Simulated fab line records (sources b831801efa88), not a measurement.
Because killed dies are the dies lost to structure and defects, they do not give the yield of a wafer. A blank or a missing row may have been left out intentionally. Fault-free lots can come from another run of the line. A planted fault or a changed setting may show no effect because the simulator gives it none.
What tool caused it? | flow sky130 | 11 lots with 33 wafers sampled at 2 steps, on a route of 708 steps

WHAT THE GAUGES SHOWED, per wafer
SKY_FIELD_ISO_THK_MEAS_23.
lot  | measured    | on            | FIELD_ISO_OXIDATION_01_THK (nm)
L964 | day 2 07:31 | film_metro-03 | 10.17 10.03 9.94
L965 | day 2 12:25 | film_metro-04 | 10.03 10.04 9.96
L966 | day 2 20:52 | film_metro-03 | 9.66 9.57 9.74
L967 | day 3 03:35 | film_metro-04 | 9.86 9.99 9.70
L971 | day 4 01:01 | film_metro-03 | 10.00 9.99 9.94
L972 | day 4 01:01 | film_metro-04 | 10.21 10.18 10.20
L973 | day 4 09:36 | film_metro-02 | 10.08 9.78 9.80
L976 | day 4 22:19 | film_metro-02 | 10.03 10.15 10.08
L977 | day 5 03:16 | film_metro-02 | 16.56 16.50 16.55
L978 | day 5 09:31 | film_metro-04 | 16.97 16.94 16.80
L986 | day 7 07:52 | film_metro-04 | 10.40 10.37 10.35

WHAT TOOL EACH LOT RAN ON (gives the tool, then ch and the chambers of the sampled wafers, and finally the start)
lot  | SKY_FIELD_ISO_OXIDATION_22
L964 | furnace-01 ch 0, day 2 06:20
L965 | furnace-02 ch 0, day 2 11:14
L966 | furnace-02 ch 0, day 2 19:41
L967 | furnace-01 ch 0, day 3 02:24
L971 | furnace-02 ch 0, day 3 23:50
L972 | furnace-02 ch 0, day 3 23:50
L973 | furnace-01 ch 0, day 4 08:25
L976 | furnace-02 ch 0, day 4 21:07
L977 | furnace-01 ch 0, day 5 02:05
L978 | furnace-01 ch 0, day 5 08:21
L986 | furnace-02 ch 0, day 7 06:41
- SKY_FIELD_ISO_OXIDATION_22: stabilise 600 s, purge 300 s, target thk 10 nm.

THE ANSWER, worked out from the rows above alone
Rule: the usual values come from the lots themselves. The widest of any qualifying gaps counts: lots, ordered by their means at a reading, are off when they make up no more than a third of the lots, leave a main group of 4 or more, and stand apart from it by 3 or more times the standard deviation of that group's means. Not used: any main group whose means are identical at the precision the tables above print for the reading. Also off: a lot with no number at a reading for which 4 or more lots have one. All remaining lots with rows at the step are treated as sound.
Off: at SKY_FIELD_ISO_THK_MEAS_23 (FIELD_ISO_OXIDATION_01_THK), L977, L978. The main group has a mean of 10.01 nm with a standard deviation of 0.19.
If a tool, at a process step before that reading, ran all the lots that are off and no sound lot after the first of them, it fits. Those tools and the gauges at SKY_FIELD_ISO_THK_MEAS_23 are tried in the same way. One candidate fits, namely furnace-01 at SKY_FIELD_ISO_OXIDATION_22. Its last sound lot is L973 (day 4 08:25), its first lot that is off L977 (day 5 02:05): a fault that began between those two fits.

WHAT THE SIMULATOR HAD INSERTED
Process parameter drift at SKY_FIELD_ISO_OXIDATION_22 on furnace-01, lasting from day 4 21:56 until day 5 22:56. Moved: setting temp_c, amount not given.
Shown lots that were struck: L977, L978. This agrees with what the rule above found.
